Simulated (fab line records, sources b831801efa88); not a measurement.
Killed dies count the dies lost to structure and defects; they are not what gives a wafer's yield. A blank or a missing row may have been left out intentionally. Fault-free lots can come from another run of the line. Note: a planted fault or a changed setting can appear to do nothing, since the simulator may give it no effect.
Code-filled problem report in 8D (eight disciplines) form / flow sky130 / the parts of the form that need people (team, actions taken, sign-off) are left out

## 1. WHAT WENT WRONG
Across 5 wafers from 3 lots, PWDE_TW at SKY_PWDE_TW_MEAS_10 averages 413, while fault-free wafers read 376 with a standard deviation of 3.1. That is +12 standard deviations from the usual mean.
Seen first at day 8 07:33 on film-metro-02, wafer L744.2. At this step, 43 wafers from 15 lots have a number in the record. By rule, "out" or "out of limits" means more than 4 standard deviations away from the usual mean. Any other wafer with a number is counted as sound.

## 2. WHAT IT IS; WHAT IT IS NOT
question=which readings at this step | is=PWDE_TW | is not=-
question=which lots | is=L744, L746, L747 | is not=L725, L726, L727, L730, L731, L732, L734, L735, L736, L737, L739, L748
question=which wafers of those lots | is=L744.2, L744.3, L746.2, L746.3, L747.3 | is not=L746.6, L747.5
question=read on which gauges | is=film-metro-02, film-metro-03, film-metro-04 | is not=-
question=when | is=from day 8 07:33 | is not=up to then (33 sound wafers); but 5 sound wafers of L746, L747, L748 came after

## 3. THE SUSPECTS, EACH WITH WHAT RULES IT OUT
Counting: if a tool at a process step up to the reading ran every lot that is out, it stays a suspect. Sound lots after the first of them don't rule it out here, since some wafers of a struck lot are sound.
- ruled out: the gauge at SKY_PWDE_TW_MEAS_10. The wafers that are out were read on 3 gauges (film-metro-02, film-metro-03, film-metro-04).
- implanter-02 at SKY_PWDE_IMPLANT_08: kept. Ran every lot that is out, first one L744 (day 8 07:19); last sound lot up to then L737 (day 6 20:32). Its own beam-on-s, faraday-current-uA readings are out on those wafers.
Remaining after the count: implanter-02 at SKY_PWDE_IMPLANT_08.

## 4. THE CAUSE (what the simulator had put in)
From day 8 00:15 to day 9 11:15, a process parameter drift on implanter-02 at SKY_PWDE_IMPLANT_08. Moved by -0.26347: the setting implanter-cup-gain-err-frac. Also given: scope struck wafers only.
Counting left only this tool.

## 5. THE EFFECT CHAIN, in route order
Each row: a reading whose mean over the struck wafers that have a number lies more than 3 standard deviations from the usual. Readings are gone through only where the record gives a usual standard deviation; hours: the median, over the lots, of the time from a lot's start at the first step in this table giving one to that lot's start at this step; sigmas: the change measured in usual standard deviations.
hours=0; step=SKY_PWDE_IMPLANT_08; reading=beam-on-s; usual=9.99 s; on struck wafers=13.43; change=+3.44; sigmas=+16
hours=0; step=SKY_PWDE_IMPLANT_08; reading=faraday-current-uA; usual=20.3; on struck wafers=15.1; change=-5.2; sigmas=-13
hours=0; step=SKY_PWDE_TW_MEAS_10; reading=PWDE_TW; usual=376; on struck wafers=413; change=+37; sigmas=+12
hours=44; step=SKY_NWELL_RS_MEAS_31; reading=PWDE_RS; usual=5279 ohm/sq; on struck wafers=4168; change=-1111; sigmas=-48
It contains these process steps:
- SKY_PWDE_IMPLANT_08

## 6. HOW IT WOULD HAVE BEEN CAUGHT EARLIER
7 hours passed between the start of the fault at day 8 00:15 and the first reading out of limits at a measuring or inspecting step in this record, taken at day 8 07:33.
The tool's own readings at SKY_PWDE_IMPLANT_08 were out on every struck wafer that the step has a row for (beam-on-s, faraday-current-uA): an alarm limit on them would have fired on the first of those.
L746, L747, from the lots that are out (3), started SKY_PWDE_IMPLANT_08 on implanter-02 later than day 8 07:33. A hold on the tool at that time would have spared those 2.
